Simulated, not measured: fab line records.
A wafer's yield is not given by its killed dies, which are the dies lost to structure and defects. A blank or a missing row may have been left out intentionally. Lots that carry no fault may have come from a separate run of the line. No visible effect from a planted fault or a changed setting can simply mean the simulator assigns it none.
fab line records -- flow sfq_line
record: lots: 14, wafers: 38, last_day: 87
route steps=325 shown I6@277
lots that met no fault: from a run of the same line without faults
start_h: the number of hours between the record's first day and the start of the first shown wafer of the lot -- wait_h: hours elapsed since this lot's preceding step -- " the same as in the row above -- L1.1+2: a row that stands for several wafers -- - value missing, or start not given -- * or withheld: withheld -- < > ~ a bound
route shown NAME@n: a module of which the file shows steps, and the number in the route of the first -- usual: mean/standard deviation of fault-free wafers -- same: alike in all rows -- chamber/n: place in a boat -- sites: the reading at each site -- _std_site: their standard deviation -- _edge_site: the outer-site mean with the inner-site mean subtracted -- radius_mm: for every site, how far away it sits from the centre of the wafer -- mask NAME#n: copy n -- behind: tool/chamber where the wafer was last shaped -- hold: what put the lot on hold/how long, in hours/how the hold closed -- device: which transistor (n, p or np) failed to switch -- end of line: at the end of the route, the tests of the same wafers -- step lacking rows: just its recipe -- killed: at the first sort, the dies lost to defects and structure; wafer yield is something else -- map: a wafer's dies, marking killed ones x, the rest . and places with no die _
set.NAME: the setting the step ran with; set.NAME@STEP: the setting that earlier step ran with -- model.NAME: the simulator's own value behind a step, which no gauge read
the route's steps for a sample of lots (tables are steps, rows are wafers)
services: when a tool's chamber went out of use (start_h, in hours from the record's first day, below 0 if earlier), for how many hours, and the reason
== steps ==
step: SFQ_TRILAYER_I6_VIA_BARC_OPEN_VIA_ETCH_235
recipe: mask_material: PR, chemistry: O2, target_depth_nm: 125, target: BARC, source_w: 500, bias_w: 80, pressure_mtorr: 30, time_s: 41.7
usual: chamber_pressure_mTorr: 30.000/0.027, drypump_motor_current_A: 5.7/0.61, oes_product_au: 0.685/0.0051, run_length_s: 70.0/0.46
lot.wafer,tool,chamber,start_h,wait_h,chamber_pressure_mTorr,drypump_motor_current_A,oes_product_au,rf_hours_counter_h,run_length_s
L585.4,rie_diel-04,1,1826.22,0.0,30.018,4.9,0.686,14,69.8
L585.5,rie_diel-04,3,1826.22,0.0,29.969,6.0,0.685,-,70.9
L585.6,rie_diel-04,2,1826.22,0.0,30.015,5.2,0.682,-,69.6
L587.1,rie_diel-04,2,1868.78,0.0,29.976,5.2,0.686,5,69.6
L587.2,rie_diel-04,1,1868.78,0.0,30.045,4.9,0.684,14,69.6
L587.6,rie_diel-04,1,1868.78,0.0,29.975,4.9,0.684,-,69.7
L590.3,rie_diel-04,2,1878.51,0.0,30.035,5.2,0.688,5,69.2
L590.4,rie_diel-04,0,1878.51,0.0,29.991,5.1,0.675,16,70.1
L590.5,rie_diel-04,1,1878.51,0.0,29.978,4.9,0.681,-,70.0
L591.1,rie_diel-03,1,1884.51,0.0,29.990,6.8,0.694,0,69.5
L591.4,rie_diel-03,0,1884.51,0.0,30.000,6.2,0.690,9,70.0
L591.6,rie_diel-03,0,1884.51,0.0,29.984,6.2,0.685,-,69.7
L593.2,rie_diel-03,1,1892.81,0.0,29.975,6.8,0.683,0,69.4
L593.3,rie_diel-03,3,1892.81,0.0,29.972,5.8,0.680,19,70.0
L593.5,rie_diel-03,1,1892.81,0.0,30.035,6.8,0.685,-,69.5
L594.1,rie_diel-04,0,1895.21,0.0,29.970,5.1,0.685,16,69.9
L594.3,rie_diel-04,1,1895.21,0.0,29.932,4.9,0.690,15,69.7
L594.4,rie_diel-04,3,1895.21,0.0,29.994,6.0,0.686,1,71.1
L595.1,rie_diel-01,0,1898.81,0.0,29.932,5.5,0.685,15,69.6
L595.3,rie_diel-01,2,1898.81,0.0,30.002,5.8,0.687,6,70.2
L595.4,rie_diel-01,3,1898.81,0.0,30.019,6.0,0.692,18,70.6
L598.1,rie_diel-04,1,1922.87,0.0,29.987,4.9,0.686,15,69.6
L598.5,rie_diel-04,1,1922.87,0.0,30.004,4.9,0.689,-,69.9
L598.6,rie_diel-04,0,1922.87,0.0,30.037,5.1,0.679,-,70.0
L599.3,rie_diel-03,2,1926.47,0.0,30.015,6.4,0.681,17,70.4
L599.4,rie_diel-03,0,1926.47,0.0,29.979,6.2,0.684,9,69.7
L599.6,rie_diel-03,1,1926.47,0.0,30.010,6.8,0.687,-,69.4
L600.2,rie_diel-04,2,1928.87,0.0,29.903,5.1,0.664,6,71.2
L600.3,rie_diel-04,1,1928.87,0.0,29.999,4.9,0.680,15,69.8
L602.6,rie_diel-04,1,1940.94,0.0,30.007,4.9,0.691,-,69.7
L605.4,rie_diel-04,3,1948.25,0.0,29.995,6.0,0.662,1,72.7
L605.5,rie_diel-04,3,1948.25,0.0,29.971,6.0,0.681,-,70.7
L607.2,rie_diel-03,3,1951.85,0.0,30.047,5.8,0.684,20,69.6
L607.4,rie_diel-03,0,1951.85,0.0,29.995,6.1,0.681,10,69.6
L607.6,rie_diel-03,2,1951.85,0.0,30.027,6.4,0.690,-,70.7
L608.1,rie_diel-01,0,1955.45,0.0,29.973,5.4,0.685,16,69.3
L608.3,rie_diel-01,1,1955.45,0.0,29.996,5.0,0.690,8,69.6
L608.5,rie_diel-01,2,1955.45,0.0,30.053,5.8,0.693,-,70.3
== services ==
tool,chamber,start_h,hours,kind
rie_diel-01,3,1841.28,8.9,repair
rie_diel-03,2,1849.99,4.0,repair
rie_diel-03,1,1854.46,-,clean
rie_diel-03,1,1854.46,20.6,scheduled_down
rie_diel-03,1,1854.46,20.6,vent_cycle
rie_diel-01,2,1875.71,3.9,repair
rie_diel-03,2,1884.65,10.0,repair
rie_diel-04,3,1912.22,30.6,repair
rie_diel-01,2,1927.38,9.8,repair
== key ==
first_sign: step: SFQ_TRILAYER_I6_VIA_BARC_OPEN_VIA_ETCH_235, reading: run_length_s, direction: up, sigmas: 4.3, usual: *, struck: *
effect: step: SFQ_TRILAYER_I6_VIA_BARC_OPEN_VIA_ETCH_235, reading: oes_product_au, direction: down, sigmas: 4.2, usual: 0.685, struck: 0.663
met_at SFQ_TRILAYER_I6_VIA_BARC_OPEN_VIA_ETCH_235
struck_lots L600,L605
struck_wafers L600.2,L605.4
onset_between 1922.87 1928.87
fault: kind: process_parameter_drift, tool: rie_diel-04, chamber: -, onset_h: 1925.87, steps: SFQ_TRILAYER_I6_VIA_BARC_OPEN_VIA_ETCH_235, channel: time_s, offset: *, shape: step, end_h: 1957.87, scope: struck_wafers_only, acts_in: *, stated: *
